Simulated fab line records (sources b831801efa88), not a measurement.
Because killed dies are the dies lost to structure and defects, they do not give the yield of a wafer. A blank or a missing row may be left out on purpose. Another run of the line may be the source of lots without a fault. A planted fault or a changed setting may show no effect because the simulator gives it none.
Matching of chambers ; flow sky130 ; SKY_CAPM_CVD_00 on pecvd-04 has 3 sister chambers
The step deposits SiO2, target thk 15.5 nm. 16 wafers are shown with their chamber, then 8 later ones without.

## WAFERS PAIRED WITH THEIR CHAMBERS
wafer;chamber;heater-power-w (W);rf-fwd-power-W (W)
L074.3;2;609;442.3
L074.5;0;691;441.4
L074.6;1;775;440.8
L075.2;2;636;444.4
L075.3;0;726;440.4
L075.4;1;676;438.5
L079.1;2;669;443.0
L079.3;1;719;443.3
L079.6;2;684;439.3
L080.2;2;726;441.8
L080.4;2;734;441.8
L080.6;1;735;441.3
L090.1;2;603;443.1
L090.2;0;725;440.2
L090.3;1;644;442.0
L092.3;2;620;439.3

SIGNATURES (averages over the wafers above)
reading;chamber 0;chamber 1;chamber 2;scatter within a chamber
heater-power-w;714.00;709.80;660.12;47.8
rf-fwd-power-W;440.667;441.180;441.875;1.66
Rule: a wafer lies at a distance from a chamber equal to the root of the sum of squares, over the readings, of (its reading less the chamber's mean, divided by the reading's scatter). The wafer belongs to the nearest chamber; if the next one is less than 2 further off, it can't be placed. How the scatter is found: for the shown wafers, subtract from each reading the mean of its chamber, square and add these, divide the total by (wafers less chambers), then take the root.

## WAFERS WITHOUT THEIR CHAMBER
wafer;heater-power-w (W);rf-fwd-power-W (W)
L092.4;614;443.6
L092.5;712;438.7
L094.1;654;441.1
L094.4;659;440.8
L094.6;602;442.6
L096.3;625;441.6
L096.4;645;441.5
L096.5;692;440.0

## CHAMBER TAKEN BY EACH
wafer;from the rows above;in truth
L092.4;can't be placed: 2 or 1 or 0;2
L092.5;can't be placed: 0 or 1 or 2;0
L094.1;can't be placed: 2 or 1 or 0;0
L094.4;can't be placed: 2 or 1 or 0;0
L094.6;can't be placed: 2 or 1 or 0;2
L096.3;can't be placed: 2 or 1 or 0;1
L096.4;can't be placed: 2 or 1 or 0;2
L096.5;can't be placed: 0 or 1 or 2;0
Correctly placed: 0 of 8. These rows do not allow placing 8 (true chamber among the candidates in 8). Number placed wrongly: 0.
